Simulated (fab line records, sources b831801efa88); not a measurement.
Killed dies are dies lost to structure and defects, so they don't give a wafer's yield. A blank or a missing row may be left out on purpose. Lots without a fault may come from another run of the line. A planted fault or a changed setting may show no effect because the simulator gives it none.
Problem report in the 8D (eight disciplines) form, filled by code | flow sky130 | the parts of the form that need people (team, actions taken, sign-off) are left out

1. THE PROBLEM
rotation_deg at SKY_LDD_N_IMPLANT_12 reads a mean of 82.312 degrees on 6 wafers of 2 lots; wafers without a fault read 0.006 degrees with a standard deviation of 0.02. That is +99 or more standard deviations from the usual mean.
First seen on wafer L856.1, day 22 19:49, on implanter-02. The record holds 18 wafers of 6 lots with a number at this step. Rule for "out", or "out of limits": more than 4 standard deviations from the usual mean. The other wafers with a number count as sound.

2. WHAT IT IS AND WHAT IT IS NOT
question                    | is                     | is not
which readings at this step | rotation_deg           | beam_energy_keV, faraday_current_uA
which lots                  | L856, L858             | L852, L854, L864, L865
which wafers of those lots  | all that have a number | -
read on which tools         | implanter-02           | implanter-03, implanter-04
when                        | from day 22 19:49      | up to then (6 sound wafers); but 6 sound wafers of L864, L865 came after

3. SUSPECTS, AND WHAT RULES EACH OUT
Counting: a tool at a process step up to the reading stays a suspect if it ran every lot that is out and no sound lot after the first of them.
- implanter-02 at SKY_LDD_N_IMPLANT_12: kept. It ran every lot that is out, first L856 (day 22 19:49), and no sound lot after that; its last sound lot up to then is L852 (day 21 16:44). Its own readings are out on those wafers: rotation_deg.
Left after counting: implanter-02 at SKY_LDD_N_IMPLANT_12.

4. THE CAUSE (what the simulator had put in)
Process parameter drift: implanter-02, from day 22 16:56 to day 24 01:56, at SKY_LDD_N_IMPLANT_12. Setting rotation_deg, moved by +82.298, from 0. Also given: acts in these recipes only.
Counting left only this tool.

5. THE CHAIN OF EFFECTS, in route order
Each row: a reading whose mean over the struck wafers that have a number lies more than 3 standard deviations from the usual. Only readings for which the record gives a usual standard deviation are gone through. hours: the time from each lot's start at the first step in this table that gives one to its start at this step, as a median over the lots. sigmas: the change in usual standard deviations.
hours | step                 | reading      | usual         | on struck wafers | change  | sigmas
0     | SKY_LDD_N_IMPLANT_12 | rotation_deg | 0.006 degrees | 82.312           | +82.306 | +99 or more
The process steps in it:
- SKY_LDD_N_IMPLANT_12

6. WHAT WOULD HAVE CAUGHT IT SOONER
In this record the first reading out of limits was taken at day 22 19:49, 3 hours after the fault began at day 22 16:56.
